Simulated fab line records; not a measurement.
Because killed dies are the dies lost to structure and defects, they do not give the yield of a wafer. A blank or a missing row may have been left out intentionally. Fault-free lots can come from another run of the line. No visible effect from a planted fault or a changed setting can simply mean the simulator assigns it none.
Struck lot and sound lot, side by side -- flow sky130 -- 15 out of 708 route steps
Sound: wafers L951.1, L951.2, L951.6. Struck: wafers L956.1, L956.5. (L956.3 of the same lot was not struck and is left out.) The cause comes at the end.
Per side, at each step with rows, come the tool, then ch with its chambers, and then its first start. Under that, the readings that differ: sound wafers -- struck wafers -- difference of the means -- sigmas: that difference in standard deviations of wafers without a fault.
alike: same words and numbers on both sides, and readings whose means sit less than 2 such deviations apart. not compared: any withheld reading, any reading some wafer has no value for, any bound like >300 that may hide the same value, and any number with overlapping values for which the record gives no deviation.
Wherever a step has rows on one side only, a row that says differs or no value, or a row with sigmas, the two part there. Non-overlapping numbers with no deviation appear without sigmas and do not part them. A reading that every wafer of one side lacks parts them only if that side has two wafers or more.

first, 7 steps without rows for these wafers: SKY_METAL3_HMDS_06 (prime time 60 s); SKY_METAL3_COAT_07 (resist thk 60 nm); SKY_METAL3_COAT_08 (resist thk 1140 nm); SKY_METAL3_SOFTBAKE_09 (time 90 s); SKY_METAL3_EXPOSE_10 (exposes mask MM3, target cd 300 nm); SKY_METAL3_PEB_11; SKY_METAL3_DEVELOP_12 (develop time 60 s).
SKY_METAL3_CD_MEAS_13 targets a cd of 300 nm.
  sound: cd-sem-02 at day 40 10:37; struck: cd-sem-02 at day 42 02:23
  alike: cd-nm
SKY_METAL3_OVL_MEAS_14:
  sound: overlay-02 at day 40 10:44; struck: overlay-02 at day 42 02:30
  alike: METAL3_OVL
SKY_METAL3_DESCUM_15: chemistry O2, time 8 s.
  sound on rie-metal-03 ch 0,1, day 40 10:47; struck on rie-metal-03 ch 0, day 42 02:32
  alike: drypump-motor-current-A, oes-product-au
  not compared: rf-hours-counter-h
SKY_METAL3_ETCH_16: etches BARC in N2/H2, stops on SiO2, time 88.2 s, target depth 60 nm.
  sound on rie-metal-03 ch 0,1, day 40 10:49; struck on rie-metal-03 ch 0, day 42 02:34
  alike: drypump-motor-current-A, oes-product-au, throttle-valve-pct
  not compared: rf-hours-counter-h
SKY_METAL3_ETCH_17: etches SiO2 in C4F8/O2/Ar, stops on TiN, time 3.9 s, target depth 15 nm.
  sound on rie-diel-03 ch 1,2,3, day 40 10:55; struck on rie-diel-03 ch 0, day 42 02:40
  alike: oes-product-au
  not compared: rf-hours-counter-h
SKY_METAL3_METAL_ETCH_18: etches the open film in Cl2/BCl3, stops on SiO2, target depth 845 nm, time 183.1 s.
  sound on rie-metal-02 ch 0,1, day 40 10:56; struck on rie-metal-02 ch 1, day 42 02:41
reading,sound,struck,difference,sigmas
oes-product-au (a.u.),0.861 0.877 0.867,0.852 0.856,-0.014,-3
over-etch-frac,0.3 0.3 0.3,0.34489 0.34489,+0.04489,
model.KrF-thick_of_METAL3_COAT_08.thk-nm (nm),531.8 530.2 527.6,512 507.9,-20,
  alike: drypump-motor-current-A, mfc-cl2-sccm, throttle-valve-pct
  not compared: rf-hours-counter-h
SKY_METAL3_STRIP_19: strips in O2/N2.
  sound on plasma-asher-04 ch 0,1, day 40 11:06; struck on plasma-asher-04 ch 0, day 42 02:52
reading,sound,struck,difference,sigmas
strip-time-to-endpoint-s (s),6.58 6.57 6.54,6.38 6.34,-0.20,-2
  alike: drypump-motor-current-A, oes-product-au
  not compared: rf-hours-counter-h
-- the record jumps here: 7 days lie between the struck wafers' starts before and after (it left off in module METAL3 and takes up again in module PAD_OPEN, whose first step shown is number 708 of the route) --
SKY_PAD_OPEN_PROBE_99:
  sound: prober-01 at day 47 06:18; struck: prober-02 at day 48 16:03
  alike: defect-limited-yield, killed_at_M0_to_M3, killed_at_M4_up, killed-at-contacts, killed-at-front-end, killed-at-other, killed-dies, killed-open, killed-short, sort_bin_3_pad_short, sort_bin_5_function, sort_bin_6_memory, sort-n-pass, sort-yield-pct

WHERE THEY PART
Earliest at SKY_METAL3_METAL_ETCH_18; latest, in this record, at SKY_METAL3_STRIP_19. Later steps at which nothing parts them and some readings are alike: SKY_PAD_OPEN_PROBE_99.

WHY: whatever the simulator had introduced
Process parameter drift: rie-metal-02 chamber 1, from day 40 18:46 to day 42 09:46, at SKY_METAL3_METAL_ETCH_18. The setting over-etch-frac was moved by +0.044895, starting from 0.3. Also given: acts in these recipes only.
